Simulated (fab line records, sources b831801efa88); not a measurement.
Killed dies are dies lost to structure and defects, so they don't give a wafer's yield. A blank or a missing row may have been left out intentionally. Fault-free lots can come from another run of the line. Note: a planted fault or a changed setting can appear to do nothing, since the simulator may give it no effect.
The tool behind it: which one? -- flow gf180mcu -- 13 lots, 39 wafers sampled, at 1 step of a route of 602

== WHAT EACH GAUGE READ, for each wafer ==
GF_V4_THK_MEAS_03. Usual: V4_CVD_02_THK typically reads 844 nm, with standard deviation 11.
lot,measured,on,V4_CVD_02_THK (nm),flag
L364,day 23 10:14,film_metro-04,832 852 844,
L365,day 24 11:58,film_metro-04,836 852 856,
L366,day 24 15:04,film_metro-04,831 844 838,
L367,day 24 19:16,film_metro-03,845 830 851,
L373,day 26 09:59,film_metro-01,837 837 856,
L378,day 28 00:12,film_metro-04,836 831 836,
L379,day 28 06:46,film_metro-04,841 843 846,
L380,day 28 14:21,film_metro-03,826 835 834,
L381,day 28 22:25,film_metro-01,844 832 846,
L384,day 29 20:27,film_metro-01,826 852 840,
L385,day 30 06:49,film_metro-01,853 874 854,
L386,day 30 07:12,film_metro-03,832 824 848,
L387,day 30 12:49,film_metro-01,828 852 848,

== TOOL THAT RAN EACH LOT (tool first, then ch and the chambers of the sampled wafers, then the start) ==
Before these readings, the record contains no process step.

== AS READ BY THE TOOLS THEMSELVES (means over the sampled wafers that have a number; for cases with no such wafer, the mark the record gives instead) ==
The record holds no such reading with a usual standard deviation.

== THE ANSWER, worked out from the rows above alone ==
Rule: take the mean of a lot's wafers that have a number; if it is more than 3 standard deviations from the usual mean, the lot is off. Also off: a lot with no number at a reading for which 4 or more lots have one. All remaining lots with rows at the step are treated as sound. The gauges are gone through in route order, then the tools' own readings, and for those a lot's mean is taken as printed above. At the first step where some lot is off, the reading lying furthest off is the one used; lots without a number count as furthest.
Nothing can be told from this: no lot is off at any reading shown.

== WHAT HAD BEEN PUT IN BY THE SIMULATOR ==
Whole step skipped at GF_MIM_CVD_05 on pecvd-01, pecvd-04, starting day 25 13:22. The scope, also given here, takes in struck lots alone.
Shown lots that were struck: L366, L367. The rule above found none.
